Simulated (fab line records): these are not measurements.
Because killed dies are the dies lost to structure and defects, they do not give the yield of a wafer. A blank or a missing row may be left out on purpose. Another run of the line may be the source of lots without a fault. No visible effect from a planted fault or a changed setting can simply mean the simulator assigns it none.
Struck lot and sound lot, side by side | flow sky130 | 14 out of 708 route steps
Sound: these wafers, L818.1, L818.5, L818.6. Wafers struck: L814.2, L814.5, L814.6. The cause is given at the end.
Per side, at each step with rows, come the tool, then ch with its chambers, and then its first start. Under that, the readings that differ: sound wafers | struck wafers | difference of the means | sigmas: that difference in standard deviations of wafers without a fault.
alike: a reading whose means differ by less than 2 such deviations, as well as words and numbers matching on both sides. not compared: withheld readings; readings where some wafer has no value; bounds like >300 that might hide an equal value; numbers whose values overlap and for which the record gives no deviation.
The two part at a step that has a row with sigmas, a row that says differs or no value, or rows on one side only. Non-overlapping numbers with no deviation appear without sigmas and do not part them. A reading missing from all wafers of one side parts the sides only when that side holds two or more wafers.

SKY_NWELL_OVL_MEAS_23:
  sound on overlay-01 at day 10 03:59; struck on overlay-01 at day 9 04:14
  alike: NWELL_01_OVL
next, for these wafers, 1 step has no rows: SKY_NWELL_IMPLANT_24.
SKY_NWELL_STRIP_25: strips in O2/N2.
  sound on plasmaAsher-04 ch 0,1, day 10 04:10; struck on plasmaAsher-04 ch 0,1, day 9 04:25
  alike: chamberPressureMTorr, drypumpMotorCurrentA, oesProductAu, stripTimeToEndpointS
  not compared: rfHoursCounterH
SKY_NWELL_TW_MEAS_26:
  sound on filmMetro-01 at day 10 04:16; struck on filmMetro-04 at day 9 04:31
  alike: NWELL_2_TW
then, 1 step without rows for these wafers: SKY_NWELL_CLEAN_27 (cleans in SC1/SC2, time 150 s).
SKY_NWELL_RTA_28: time 30 s.
  sound on rtpAnneal-01 ch 0, day 10 04:23; struck on rtpAnneal-01 ch 0, day 9 04:38
  alike: annealTempCMax, lampPowerPct, wafer_temp_C_max
SKY_NWELL_RS_MEAS_29: a four-point-probe measurement.
  sound on filmMetro-04 at day 10 04:29; struck on filmMetro-01 at day 9 04:44
reading           | sound             | struck            | difference | sigmas
NWELL_RS (ohm/sq) | 621.5 620.3 621.2 | 624.0 624.5 625.7 | +3.7       | +2
SKY_NWELL_RS_MEAS_31: a four-point-probe measurement.
  sound on filmMetro-04 at day 10 04:44; struck on filmMetro-01 at day 9 04:59
  alike: PWDE_RS
then, 3 steps without rows for these wafers: SKY_VT_ADJUST_HVTP_DEHYDRATE_00 (time 60 s); SKY_VT_ADJUST_HVTP_HMDS_01 (prime time 60 s); SKY_VT_ADJUST_HVTP_COAT_02 (resist thk 1140 nm).
SKY_VT_ADJUST_HVTP_SOFTBAKE_03: time 60 s.
  sound on lithoTrack-04 ch 0, day 10 15:44; struck on lithoTrack-02 ch 0, day 9 15:24
reading               | sound             | struck            | difference | sigmas
heaterPowerTotalW (W) | 56.61 56.47 56.64 | 57.73 57.88 57.88 | +1.26      | +26
runLengthS (s)        | 89.1 88.9 89.0    | 85.7 85.4 85.6    | -3.4       | -10
then, 1 step without rows for these wafers: SKY_VT_ADJUST_HVTP_EXPOSE_04 (exposes mask HVTPM, target cd 380 nm).
-- here the record skips 40 days between the struck wafers' starts before and after, leaving off in module VT_ADJUST_HVTP and picking up in module PAD_OPEN (first step shown: number 708 of the route) --
SKY_PAD_OPEN_PROBE_99:
  record: rows for the struck wafers here (prober-01, day 49 15:26), none for the sound ones

WHERE THEY PART
Earliest at SKY_NWELL_RS_MEAS_29; latest, in this record, at SKY_PAD_OPEN_PROBE_99.

WHY: what had been put in by the simulator
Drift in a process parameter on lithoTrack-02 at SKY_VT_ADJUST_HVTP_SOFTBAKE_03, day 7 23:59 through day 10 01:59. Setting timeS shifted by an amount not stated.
